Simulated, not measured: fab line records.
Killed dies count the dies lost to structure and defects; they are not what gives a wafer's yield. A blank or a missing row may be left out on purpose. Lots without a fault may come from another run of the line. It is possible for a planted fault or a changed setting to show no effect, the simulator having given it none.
Matching of chambers || flow sky130 || SKY_VIA1_CMP_02 on cmp-01: 4 sister chambers
The step polishes SiO2. 4 wafers are shown with their chamber, then 7 later ones without.

## WAFERS PAIRED WITH THEIR CHAMBERS
{"wafer": "L887.6", "chamber": 1, "motor-current-A (A)": 10.2}
{"wafer": "L893.6", "chamber": 0, "motor-current-A (A)": 11.5}
{"wafer": "L894.1", "chamber": 2, "motor-current-A (A)": 11.4}
{"wafer": "L894.5", "chamber": 3, "motor-current-A (A)": 13.8}

## WAFERS WITHOUT THEIR CHAMBER
{"wafer": "L895.1", "motor-current-A (A)": 11.5}
{"wafer": "L895.5", "motor-current-A (A)": 13.5}
{"wafer": "L895.6", "motor-current-A (A)": 11.2}
{"wafer": "L898.6", "motor-current-A (A)": 11.3}
{"wafer": "L906.4", "motor-current-A (A)": 11.5}
{"wafer": "L906.5", "motor-current-A (A)": 11.2}
{"wafer": "L906.6", "motor-current-A (A)": 13.2}

## EACH ONE'S CHAMBER
{"wafer": "L895.1", "from the rows above": "can't be placed: 0 or 2", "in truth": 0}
{"wafer": "L895.5", "from the rows above": 3, "in truth": 3}
{"wafer": "L895.6", "from the rows above": "can't be placed: 2 or 0", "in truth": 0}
{"wafer": "L898.6", "from the rows above": "can't be placed: 2 or 0", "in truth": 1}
{"wafer": "L906.4", "from the rows above": "can't be placed: 0 or 2", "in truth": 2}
{"wafer": "L906.5", "from the rows above": "can't be placed: 2 or 0", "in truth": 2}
{"wafer": "L906.6", "from the rows above": 3, "in truth": 3}
2 of 7 placed correctly. Cannot be placed on the basis of these rows: 5; the candidates contain the true chamber in 4. Wrongly placed: 0.
How it was worked out, from the rows above alone: a wafer's distance from a chamber is the root of the sum, over the readings, of the square of ((its reading less the chamber's mean) divided by the reading's scatter). If the next closest chamber is less than 2 further off than the closest, the wafer can't be placed; otherwise it belongs to the closest. For every chamber, the mean is computed from those of its wafers that are shown. The scatter (one wafer shown for each chamber): square how far every hidden wafer sits from the nearest shown wafer, average those squares and take the square root.
